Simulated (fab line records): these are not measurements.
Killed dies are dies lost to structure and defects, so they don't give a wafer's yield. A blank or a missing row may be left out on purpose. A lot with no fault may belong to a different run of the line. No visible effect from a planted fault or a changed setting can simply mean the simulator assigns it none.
Code-filled problem report in 8D (eight disciplines) form -- flow sky130 -- the parts of the form that need people (team, actions taken, sign-off) are left out

1. THE ISSUE
A mean of 66.02 rpm is read at SKY_VIA2_CMP_02 for platenRpm, taken on 1 wafer of 1 lot, against 60.00 rpm (standard deviation 0.038) on wafers free of any fault. That is +99 or more standard deviations from the usual mean.
The step: polishes SiO2.
First observed at day 37 07:23: wafer L565.5, on cmp-01. The record has a number at this step for 36 wafers belonging to 12 lots. Rule for "out" (also "out of limits"): further than 4 standard deviations from the usual mean. The other wafers with a number count as sound.

2. WHAT IT IS AND WHAT IT IS NOT
question,is,is not
which readings at this step,platenRpm,"motorCurrentA, retainingRingPressureFrac"
which lots,L565,"L558, L560, L561, L571, L574, L576, L577, L578, L579, L580, L581"
which wafers of those lots,L565.5,"L565.1, L565.3"
read on which tools,cmp-01,cmp-02
when,from day 37 07:23,"up to then (11 sound wafers); but 24 sound wafers of L571, L574, L576, L577, L578, L579, L580, L581 came after"

3. SUSPECTS, AND WHAT RULES EACH OUT
Counting: a tool at a process step up to the reading stays a suspect if it ran every lot that is out. Sound lots after the first of them don't rule it out here, since some wafers of a struck lot are sound.
- pvdSputter-01 at SKY_METAL2_SPUTTER_04 (material TiN, target thk 70 nm, time 58.3 s): kept. The lot that is out, L565, ran on it at day 36 04:07; the last sound lot it ran before that was L561, at day 34 17:52.
- cmp-01 at SKY_VIA2_CMP_02 (polishes SiO2): kept. The lot that is out, L565, ran on it at day 37 07:23; the last sound lot it ran before that was L561, at day 35 22:34. Out on those wafers are its own readings of platenRpm.
- At SKY_VIA2_CMP_02, inside cmp-01: chamber 2 took the wafers that are out, while their sound lot-mates went through chambers 0, 1.
What counting leaves: pvdSputter-01 at SKY_METAL2_SPUTTER_04 and cmp-01 at SKY_VIA2_CMP_02.

4. THE CAUSE (what the simulator had put in)
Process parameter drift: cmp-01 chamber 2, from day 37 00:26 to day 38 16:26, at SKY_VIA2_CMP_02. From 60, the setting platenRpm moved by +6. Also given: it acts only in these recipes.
Counting leaves 2 suspects; this tool is one of them.

5. SEQUENCE OF EFFECTS, ordered by route
Each row: a reading whose mean over the struck wafers that have a number lies more than 3 standard deviations from the usual. Only readings for which the record gives a usual standard deviation are gone through. hours: the time from each lot's start at the first step in this table that gives one to its start at this step, as a median over the lots. sigmas: the change in usual standard deviations.
hours,step,reading,usual,on struck wafers,change,sigmas
0,SKY_VIA2_CMP_02,platenRpm,60.00 rpm,66.02,+6.02,+99 or more
Here are the process steps it includes:
- SKY_VIA2_CMP_02: polishes SiO2.

6. HOW IT WOULD HAVE BEEN CAUGHT EARLIER
In this record no reading fell out of limits until day 37 07:23, 7 hours after the fault had begun at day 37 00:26.
